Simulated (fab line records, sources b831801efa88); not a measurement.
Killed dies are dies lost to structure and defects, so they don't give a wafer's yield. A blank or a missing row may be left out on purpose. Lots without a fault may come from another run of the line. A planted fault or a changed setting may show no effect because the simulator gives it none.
Problem report in the 8D (eight disciplines) form, filled by code | flow sky130 | the parts of the form that need people (team, actions taken, sign-off) are left out

1. THE PROBLEM
run_length_s at SKY_SONOS_TUNNEL_SOFTBAKE_03 reads a mean of 94.76 s on 4 wafers of 2 lots; wafers without a fault read 89.17 s with a standard deviation of 0.12. That is +47 standard deviations from the usual mean.
The step: time 60 s.
First seen on wafer L779.2, day 15 05:35, on litho_track-02. The record holds 39 wafers of 13 lots with a number at this step. Rule for "out", or "out of limits": more than 4 standard deviations from the usual mean. The other wafers with a number count as sound.

2. WHAT IT IS AND WHAT IT IS NOT
question                    | is                             | is not
which readings at this step | run_length_s                   | heater_power_total_W
which lots                  | L778, L779                     | L767, L769, L771, L772, L774, L776, L780, L784, L785, L787, L788
which wafers of those lots  | L778.3, L778.5, L779.2, L779.5 | L778.1, L779.4
read on which tools         | litho_track-02                 | litho_track-01, litho_track-04
when                        | from day 15 05:35              | up to then (19 sound wafers); but 16 sound wafers of L778, L780, L784, L785, L787, L788 came after

3. SUSPECTS, AND WHAT RULES EACH OUT
Counting: a tool at a process step up to the reading stays a suspect if it ran every lot that is out. Sound lots after the first of them don't rule it out here, since some wafers of a struck lot are sound.
- plasma_asher-01 at SKY_VT_ADJUST_LVTN_STRIP_20 (strips in O2/N2): kept. It ran every lot that is out, first L779 (day 11 12:29); its last sound lot up to then is L776 (day 10 16:00).
- litho_track-02 at SKY_SONOS_TUNNEL_SOFTBAKE_03 (time 60 s): kept. It ran every lot that is out, first L779 (day 15 05:35); its last sound lot up to then is L776 (day 14 05:44). Its own readings are out on those wafers: run_length_s.
Left after counting: plasma_asher-01 at SKY_VT_ADJUST_LVTN_STRIP_20, litho_track-02 at SKY_SONOS_TUNNEL_SOFTBAKE_03.

4. THE CAUSE (what the simulator had put in)
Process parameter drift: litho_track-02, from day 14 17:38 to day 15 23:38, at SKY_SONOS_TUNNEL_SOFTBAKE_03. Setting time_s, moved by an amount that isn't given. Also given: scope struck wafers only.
Counting left 2 suspects, and this tool is among them.

5. THE CHAIN OF EFFECTS, in route order
Each row: a reading whose mean over the struck wafers that have a number lies more than 3 standard deviations from the usual. Only readings for which the record gives a usual standard deviation are gone through. hours: the time from each lot's start at the first step in this table that gives one to its start at this step, as a median over the lots. sigmas: the change in usual standard deviations.
hours | step                         | reading      | usual   | on struck wafers | change | sigmas
0     | SKY_SONOS_TUNNEL_SOFTBAKE_03 | run_length_s | 89.17 s | 94.76            | +5.59  | +47
The process steps in it:
- SKY_SONOS_TUNNEL_SOFTBAKE_03: time 60 s.

6. WHAT WOULD HAVE CAUGHT IT SOONER
In this record the first reading out of limits was taken at day 15 05:35, 12 hours after the fault began at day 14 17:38.
